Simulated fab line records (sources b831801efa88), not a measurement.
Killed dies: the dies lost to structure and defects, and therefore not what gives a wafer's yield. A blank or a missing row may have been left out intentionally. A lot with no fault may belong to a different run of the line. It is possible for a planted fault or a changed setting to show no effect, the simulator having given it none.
Chamber matching | flow sky130 | 4 sister chambers for SKY_FIELD_ISO_CMP_27 on cmp-01
The step polishes, stops on Si3N4, t overpolish 16 s, target thk 457.8 nm. 4 wafers are shown with their chamber, then 8 later ones without.

## WAFERS, EACH WITH ITS CHAMBER
wafer  | chamber | motor current A (A)
L218.6 | 0       | 12.3
L224.1 | 2       | 13.0
L224.4 | 1       | 10.9
L225.1 | 3       | 12.0

## WAFERS WHOSE CHAMBER IS MISSING
wafer  | motor current A (A)
L225.3 | 13.0
L225.5 | 12.4
L229.2 | 13.2
L229.4 | 12.5
L229.5 | 11.7
L230.2 | 12.5
L230.3 | 10.7
L230.4 | 12.7

## WHICH CHAMBER EACH ONE RAN IN
wafer  | from the rows above          | in truth
L225.3 | 2                            | 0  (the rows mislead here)
L225.5 | can't be placed: 0 or 3      | 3
L229.2 | 2                            | 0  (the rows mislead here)
L229.4 | can't be placed: 0 or 2 or 3 | 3
L229.5 | can't be placed: 3 or 0      | 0
L230.2 | can't be placed: 0 or 2 or 3 | 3
L230.3 | 1                            | 1
L230.4 | can't be placed: 2 or 0 or 3 | 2
1 of 8 placed correctly. These rows do not allow placing 5 (true chamber among the candidates in 5). Wrongly placed: 2.
How it was worked out, from the rows above alone: a wafer's distance from a chamber is the root of the sum, over the readings, of the square of ((its reading less the chamber's mean) divided by the reading's scatter). If the next closest chamber is less than 2 further off than the closest, the wafer can't be placed; otherwise it belongs to the closest. A chamber's mean is the mean of its shown wafers. The scatter: root of mean squared gap, hidden wafer to nearest shown wafer, with one shown wafer a chamber.
